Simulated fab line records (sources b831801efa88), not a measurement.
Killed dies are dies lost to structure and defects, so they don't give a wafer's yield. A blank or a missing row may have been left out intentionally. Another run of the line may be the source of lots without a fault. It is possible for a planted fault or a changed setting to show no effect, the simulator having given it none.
Which tool did it? :: flow sky130 :: Sampling: 13 lots, 39 wafers, 2 of 708 route steps

WHAT THE GAUGES SHOWED, per wafer
SKY_VIA1_OVL_MEAS_13. Usual: VIA1_OVL typically reads -2 nm, with standard deviation 5.6.
lot: L193
measured: day 34 03:22
on: overlay-02
VIA1_OVL (nm): -5 2 5
flag: 

lot: L194
measured: day 34 09:08
on: overlay-01
VIA1_OVL (nm): 0 -8 -5
flag: 

lot: L195
measured: day 34 22:46
on: overlay-02
VIA1_OVL (nm): -7 0 -3
flag: 

lot: L197
measured: day 35 06:16
on: overlay-02
VIA1_OVL (nm): -4 -13 2
flag: 

lot: L202
measured: day 37 01:08
on: overlay-02
VIA1_OVL (nm): -4 0 1
flag: 

lot: L206
measured: day 38 04:23
on: overlay-02
VIA1_OVL (nm): -5 5 2
flag: 

lot: L208
measured: day 39 00:29
on: overlay-02
VIA1_OVL (nm): 9 3 6
flag: 

lot: L209
measured: day 39 06:45
on: overlay-02
VIA1_OVL (nm): -5 6 -4
flag: 

lot: L211
measured: day 39 21:08
on: overlay-02
VIA1_OVL (nm): -11 -1 -10
flag: 

lot: L212
measured: day 39 21:55
on: overlay-01
VIA1_OVL (nm): -9 -6 -4
flag: 

lot: L213
measured: day 40 04:09
on: overlay-01
VIA1_OVL (nm): -8 -3 -6
flag: 

lot: L214
measured: day 40 10:13
on: overlay-01
VIA1_OVL (nm): 6 2 9
flag: 

lot: L216
measured: day 41 04:37
on: overlay-01
VIA1_OVL (nm): -11 -5 -5
flag: 

EACH LOT AND THE TOOL THAT RAN IT (in order: tool; ch and the chambers of the sampled wafers; start)
lot: L193
SKY_CONTACT_CVD_00: pecvd-04 ch 0,1,2, day 30 15:01

lot: L194
SKY_CONTACT_CVD_00: pecvd-02 ch 1,2, day 30 20:31

lot: L195
SKY_CONTACT_CVD_00: pecvd-02 ch 0,1, day 31 08:49

lot: L197
SKY_CONTACT_CVD_00: pecvd-02 ch 0,2, day 31 16:26

lot: L202
SKY_CONTACT_CVD_00: pecvd-04 ch 0,2, day 33 15:20

lot: L206
SKY_CONTACT_CVD_00: pecvd-02 ch 0,1, day 34 19:29

lot: L208
SKY_CONTACT_CVD_00: pecvd-02 ch 0,2, day 35 15:10

lot: L209
SKY_CONTACT_CVD_00: pecvd-02 ch 0,2, day 35 21:26

lot: L211
SKY_CONTACT_CVD_00: pecvd-03 ch 0,1,2, day 36 12:46

lot: L212
SKY_CONTACT_CVD_00: pecvd-02 ch 0,1,2, day 36 13:37

lot: L213
SKY_CONTACT_CVD_00: pecvd-04 ch 1,2, day 36 19:53

lot: L214
SKY_CONTACT_CVD_00: pecvd-03 ch 0,1, day 37 04:39

lot: L216
SKY_CONTACT_CVD_00: pecvd-02 ch 0,1,2, day 37 22:29
- SKY_CONTACT_CVD_00: deposits Si3N4, target thk 75 nm.

AS READ BY THE TOOLS THEMSELVES (means over the sampled wafers that have a number; for cases with no such wafer, the mark the record gives instead)
SKY_CONTACT_CVD_00. Usual: heater-power-w reads 755 W (standard deviation 100).
lot: L193
tool: pecvd-04
heater-power-w (W): 784
flag: 

lot: L194
tool: pecvd-02
heater-power-w (W): 702
flag: 

lot: L195
tool: pecvd-02
heater-power-w (W): 796
flag: 

lot: L197
tool: pecvd-02
heater-power-w (W): 618
flag: 

lot: L202
tool: pecvd-04
heater-power-w (W): 777
flag: 

lot: L206
tool: pecvd-02
heater-power-w (W): 743
flag: 

lot: L208
tool: pecvd-02
heater-power-w (W): 655
flag: 

lot: L209
tool: pecvd-02
heater-power-w (W): 619
flag: 

lot: L211
tool: pecvd-03
heater-power-w (W): 799
flag: 

lot: L212
tool: pecvd-02
heater-power-w (W): 695
flag: 

lot: L213
tool: pecvd-04
heater-power-w (W): 741
flag: 

lot: L214
tool: pecvd-03
heater-power-w (W): 862
flag: 

lot: L216
tool: pecvd-02
heater-power-w (W): 742
flag: 

THE ANSWER, worked out from the rows above alone
Rule: take the mean of a lot's wafers that have a number; if it is more than 3 standard deviations from the usual mean, the lot is off. Also off: a lot with no number at a reading for which 4 or more lots have one. Where the step has rows for the other lots, those lots are counted as sound. After the gauges, taken in route order, come the tools' own readings; for these a lot's mean is taken, as printed above. The first step at which some lot is off is used, and at that step the reading that is off furthest; a lot without a number counts as furthest.
No lot is off at any reading shown: from this, nothing can be told.

WHAT THE SIMULATOR PUT IN
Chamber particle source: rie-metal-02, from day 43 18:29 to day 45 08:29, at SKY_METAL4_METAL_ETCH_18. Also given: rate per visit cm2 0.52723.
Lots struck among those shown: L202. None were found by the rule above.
